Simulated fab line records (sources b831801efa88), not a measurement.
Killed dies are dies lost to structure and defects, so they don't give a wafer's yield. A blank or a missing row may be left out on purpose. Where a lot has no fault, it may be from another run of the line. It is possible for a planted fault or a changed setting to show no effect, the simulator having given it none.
A struck lot beside a sound one    flow gf180mcu    15 out of 602 route steps
Sound: wafers L750.1, L750.2, L750.4. Struck: wafer L764.5 (L764.3, L764.4, from the same lot, were not struck and are left out); the cause is given at the end.
Order at every step that has rows: each side's tool, ch and its chambers, its first start. Under that, the readings that differ: sound wafers    struck wafers    difference of the means    sigmas: that difference in standard deviations of wafers without a fault.
alike: readings with means less than 2 such deviations apart, plus words and numbers identical on both sides. not compared: withheld readings, readings lacking a value on some wafer, bounds such as >300 that could conceal the same value, and numbers that have no deviation in the record and whose values overlap.
A row with sigmas, a row that says differs or no value, or rows on one side alone: a step with any of these is where the two part. Numbers that don't overlap but have no deviation are shown without sigmas and don't part them. A reading that every wafer of one side lacks parts them only if that side has two wafers or more.

GF_M4_SPUTTER_04: material TiN, target thk 50 nm, time 41.7 s.
  sound: pvdSputter-02 at day 22 21:32; struck: pvdSputter-04 at day 27 12:09
  alike: cathodeDcPowerW, throttleValvePct
GF_M4_RS_MEAS_05: the measuring method here is four-point-probe.
  sound: filmMetro-04 at day 22 21:34; struck: filmMetro-03 at day 27 12:14
  alike: M4_ALCU_RS
GF_M4_THK_MEAS_06: measures by xrf.
  sound: filmMetro-04 at day 22 21:41; struck: filmMetro-03 at day 27 12:20
  alike: M4_ALCU_THK
then, 7 steps without rows for these wafers: GF_M4_DEHYDRATE_07 (time 60 s); GF_M4_HMDS_08 (prime time 60 s); GF_M4_COAT_09 (resist thk 1000 nm); GF_M4_SOFTBAKE_10 (time 60 s); GF_M4_EXPOSE_11 (exposes mask Metal4, target cd 280 nm); GF_M4_PEB_12 (peb time 90 s); GF_M4_DEVELOP_13 (develop time 60 s).
GF_M4_CD_MEAS_14: target cd 280 nm.
  sound: cdSem-02 at day 23 20:19; struck: cdSem-02 at day 28 07:59
  alike: cdNm
GF_M4_OVL_MEAS_15:
  sound: overlay-01 at day 23 20:26; struck: overlay-01 at day 28 08:04
  alike: M4_OVL
GF_M4_METAL_ETCH_16: etches the open film in Cl2/BCl3, stops on SiO2, target depth 750.8 nm, time 125.1 s.
  sound on rieMetal-02 ch 0,1, day 23 20:28; struck on rieMetal-04 ch 1, day 28 08:08
reading                             sound                 struck  difference  sigmas
biasW (W)                           139.9 138.6 139.5     140.2   +0.9        +2
oesProductAu (a.u.)                 0.983 0.989 0.987     0.895   -0.091      -18
throttleValvePct (%)                28.223 28.236 28.232  28.357  +0.127      +13
model.KrF_of_M4_COAT_09.thkNm (nm)  690.5 686.8 686.5     738.9   +51.0       
  alike: drypumpMotorCurrentA, heBacksideLeakSccm
  not compared: rfHoursCounterH
GF_M4_STRIP_17: strips in O2/N2.
  sound on plasmaAsher-03 ch 0,1, day 23 20:36; struck on plasmaAsher-03 ch 1, day 28 08:15
reading                   sound              struck  difference  sigmas
oesProductAu (a.u.)       0.549 0.541 0.539  0.556   +0.013      +3
stripTimeToEndpointS (s)  7.44 7.39 7.41     7.91    +0.50       +12
  alike: drypumpMotorCurrentA, heaterPowerW
  not compared: rfHoursCounterH
then, 1 step without rows for these wafers: GF_M4_STRIP_18 (strips in post etch residue remover, time 1200 s).

== WHERE THEY PART ==
At GF_M4_METAL_ETCH_16 first; at GF_M4_STRIP_17 last (within this record only).

WHY: what the simulator had put in
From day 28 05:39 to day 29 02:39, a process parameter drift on rieMetal-04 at GF_M4_METAL_ETCH_16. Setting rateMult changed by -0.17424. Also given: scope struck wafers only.
